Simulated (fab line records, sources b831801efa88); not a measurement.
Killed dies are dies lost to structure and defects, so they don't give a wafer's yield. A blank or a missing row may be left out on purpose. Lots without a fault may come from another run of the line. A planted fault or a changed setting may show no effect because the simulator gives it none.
Problem report in the 8D (eight disciplines) form, filled by code | flow sky130 | the parts of the form that need people (team, actions taken, sign-off) are left out

1. THE PROBLEM
strip_time_to_endpoint_s at SKY_SD_N_STRIP_11 reads a mean of 24.12 s on 3 wafers of 2 lots; wafers without a fault read 22.55 s with a standard deviation of 0.039. That is +40 standard deviations from the usual mean.
The step: strips in O2/N2.
First seen on wafer L272.1, day 33 05:58, on plasma_asher-01. The record holds 39 wafers of 13 lots with a number at this step. Rule for "out", or "out of limits": more than 4 standard deviations from the usual mean. The other wafers with a number count as sound.

2. WHAT IT IS AND WHAT IT IS NOT
question                    | is                       | is not
which readings at this step | strip_time_to_endpoint_s | drypump_motor_current_A, o2_flow_sccm
which lots                  | L272, L273               | L256, L258, L259, L261, L262, L264, L265, L267, L268, L278, L279
which wafers of those lots  | L272.1, L272.5, L273.5   | L272.2, L273.3, L273.6
read on which tools         | plasma_asher-01          | plasma_asher-03, plasma_asher-04
when                        | from day 33 05:58        | up to then (28 sound wafers); but 8 sound wafers of L273, L278, L279 came after

3. SUSPECTS, AND WHAT RULES EACH OUT
Counting: a tool at a process step up to the reading stays a suspect if it ran every lot that is out. Sound lots after the first of them don't rule it out here, since some wafers of a struck lot are sound.
- plasma_asher-01 at SKY_SD_N_STRIP_11 (strips in O2/N2): kept. It ran every lot that is out, first L272 (day 33 05:58); its last sound lot up to then is L268 (day 32 10:23). Its own readings are out on those wafers: strip_time_to_endpoint_s.
- Within plasma_asher-01 at SKY_SD_N_STRIP_11: the wafers that are out ran in chamber 0; their sound lot-mates ran in chamber 1.
Left after counting: plasma_asher-01 at SKY_SD_N_STRIP_11.

4. THE CAUSE (what the simulator had put in)
Process parameter drift: plasma_asher-01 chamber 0, from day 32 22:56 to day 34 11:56, at SKY_SD_N_STRIP_11. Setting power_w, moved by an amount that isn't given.
Counting left only this tool.

5. THE CHAIN OF EFFECTS, in route order
Each row: a reading whose mean over the struck wafers that have a number lies more than 3 standard deviations from the usual. Only readings for which the record gives a usual standard deviation are gone through. hours: the time from each lot's start at the first step in this table that gives one to its start at this step, as a median over the lots. sigmas: the change in usual standard deviations.
hours | step              | reading                  | usual      | on struck wafers | change | sigmas
0     | SKY_SD_N_STRIP_11 | oes_product_au           | 0.528 a.u. | 0.508            | -0.020 | -4.1
0     | SKY_SD_N_STRIP_11 | strip_time_to_endpoint_s | 22.55 s    | 24.12            | +1.57  | +40
The process steps in it:
- SKY_SD_N_STRIP_11: strips in O2/N2.
Later measuring or inspecting steps at which every struck wafer that the step has a row for has a number for every such reading, and none has moved that far: SKY_SD_N_TW_MEAS_12, SKY_LI_CONTACT_BOW_MEAS_03.

6. WHAT WOULD HAVE CAUGHT IT SOONER
In this record the first reading out of limits was taken at day 33 05:58, 7 hours after the fault began at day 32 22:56.
